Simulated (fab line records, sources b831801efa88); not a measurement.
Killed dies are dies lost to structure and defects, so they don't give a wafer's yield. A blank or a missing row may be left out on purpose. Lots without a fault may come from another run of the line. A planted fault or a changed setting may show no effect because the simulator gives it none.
Which tool did it? | flow sky130 | 13 lots, 39 wafers sampled, at 4 steps of a route of 708

WHAT THE GAUGES READ, wafer by wafer
SKY_POLY_GATE_CD_MEAS_13: target cd 150 nm.
lot  | measured     | on        | cd_nm (nm)
L710 | day 16 14:46 | cd_sem-01 | 149.5 149.7 150.3
L711 | day 17 03:07 | cd_sem-01 | 147.9 149.0 149.6
L712 | day 17 10:51 | cd_sem-01 | 148.8 147.4 148.7
L713 | day 17 20:22 | cd_sem-02 | 149.4 150.7 152.6
L714 | day 18 03:25 | cd_sem-01 | 150.2 150.3 148.7
L715 | day 19 07:14 | cd_sem-01 | 152.6 152.4 152.4
L716 | day 19 07:37 | cd_sem-02 | 150.2 151.4 149.7
L718 | day 19 19:30 | cd_sem-01 | 149.5 149.9 148.6
L719 | day 19 19:50 | cd_sem-01 | 150.3 149.7 151.5
L723 | day 21 08:40 | cd_sem-01 | 150.1 150.7 151.5
L729 | day 23 16:05 | cd_sem-01 | 152.5 152.3 151.8
L730 | day 23 23:59 | cd_sem-01 | 150.6 149.6 150.9
L732 | day 24 10:08 | cd_sem-02 | 148.6 148.4 147.6

SKY_SD_N_CD_MEAS_07: target cd 380 nm.
lot  | measured     | on        | cd_nm (nm)
L710 | day 28 03:43 | cd_sem-02 | 378.4 380.0 377.1
L711 | day 28 13:34 | cd_sem-01 | 378.2 379.2 378.6
L712 | day 28 23:56 | cd_sem-02 | 382.3 382.4 383.1
L713 | day 29 04:17 | cd_sem-02 | 375.6 379.6 380.6
L714 | day 29 12:05 | cd_sem-01 | 382.2 380.7 379.9
L715 | day 31 01:11 | cd_sem-02 | 382.4 380.2 379.4
L716 | day 31 02:07 | cd_sem-01 | 382.5 381.2 381.6
L718 | day 31 02:58 | cd_sem-02 | 379.9 381.1 380.1
L719 | day 31 04:11 | cd_sem-02 | 389.1 388.1 386.0
L723 | day 32 10:24 | cd_sem-01 | 387.9 388.3 386.8
L729 | day 34 12:22 | cd_sem-01 | 380.3 381.2 382.1
L730 | day 34 15:00 | cd_sem-02 | 381.8 386.0 384.8
L732 | day 35 03:02 | cd_sem-02 | 377.1 378.7 377.9

SKY_LI_CONTACT_OVL_MEAS_13.
lot  | measured     | on         | LI_CONTACT_OVL (nm)
L710 | day 29 09:22 | overlay-01 | -4 -3 1
L711 | day 29 19:07 | overlay-02 | 4 -1 2
L712 | day 30 05:41 | overlay-01 | 6 4 6
L713 | day 30 10:19 | overlay-01 | -5 -2 0
L714 | day 30 17:45 | overlay-02 | -2 3 0
L715 | day 32 05:37 | overlay-02 | -1 -3 -2
L716 | day 32 06:31 | overlay-02 | 1 -5 -1
L718 | day 32 07:56 | overlay-02 | 8 2 1
L719 | day 32 09:11 | overlay-01 | -5 -6 1
L723 | day 33 16:00 | overlay-02 | -4 -2 -14
L729 | day 35 16:04 | overlay-01 | 2 5 6
L730 | day 35 19:04 | overlay-01 | 2 5 0
L732 | day 36 07:26 | overlay-01 | 12 4 6

WHICH TOOL RAN EACH LOT (tool, then ch and the chambers of the sampled wafers, then the start)
lot  | SKY_SD_N_DEVELOP_06
L710 | litho_track-04 ch 0, day 28 03:34
L711 | litho_track-03 ch 0, day 28 13:25
L712 | litho_track-04 ch 0, day 28 23:47
L713 | litho_track-01 ch 0, day 29 04:08
L714 | litho_track-04 ch 0, day 29 11:56
L715 | litho_track-04 ch 0, day 31 01:02
L716 | litho_track-04 ch 0, day 31 01:58
L718 | litho_track-03 ch 0, day 31 02:49
L719 | litho_track-04 ch 0, day 31 04:02
L723 | litho_track-04 ch 0, day 32 10:16
L729 | litho_track-01 ch 0, day 34 12:13
L730 | litho_track-03 ch 0, day 34 14:51
L732 | litho_track-04 ch 0, day 35 02:53
- SKY_SD_N_DEVELOP_06: develop time 60 s.

WHAT THE TOOLS THEMSELVES READ (means of the sampled wafers that have a number; where no wafer has one, the mark that the record gives instead)
SKY_SD_N_DEVELOP_06.
lot  | tool           | developer_temp_C (C)
L710 | litho_track-04 | 23.23
L711 | litho_track-03 | 23.05
L712 | litho_track-04 | 23.02
L713 | litho_track-01 | 22.92
L714 | litho_track-04 | 23.11
L715 | litho_track-04 | 22.93
L716 | litho_track-04 | 23.13
L718 | litho_track-03 | 23.08
L719 | litho_track-04 | 20.73
L723 | litho_track-04 | 20.82
L729 | litho_track-01 | 23.07
L730 | litho_track-03 | 22.99
L732 | litho_track-04 | 22.98

THE ANSWER, worked out from the rows above alone
Rule: what is usual is taken from the lots themselves. Put in order of their means at a reading, lots are off if they are a third of the lots or fewer, leave a main group of 4 or more, and stand apart from it by a gap of 3 or more times the standard deviation of the main group's means; of several such gaps the widest counts. A main group whose means are all the same, to the digits that the tables above print for the reading, isn't used. A lot without any number at a reading at which 4 lots or more have one is off too. The other lots that the step has rows for count as sound. The gauges are gone through in route order, then the tools' own readings, and for those a lot's mean is taken as printed above. The first step at which some lot is off is used, and at that step the reading that is off furthest; a lot without a number counts as furthest.
Off: L719, L723, at SKY_SD_N_DEVELOP_06 (developer_temp_C). The main group: mean 23.05 C, standard deviation 0.088.
A tool fits if, at that step or a process step before it, it ran every lot that is off, and no sound lot after the first of them. None of those tried fits.

WHAT THE SIMULATOR HAD PUT IN
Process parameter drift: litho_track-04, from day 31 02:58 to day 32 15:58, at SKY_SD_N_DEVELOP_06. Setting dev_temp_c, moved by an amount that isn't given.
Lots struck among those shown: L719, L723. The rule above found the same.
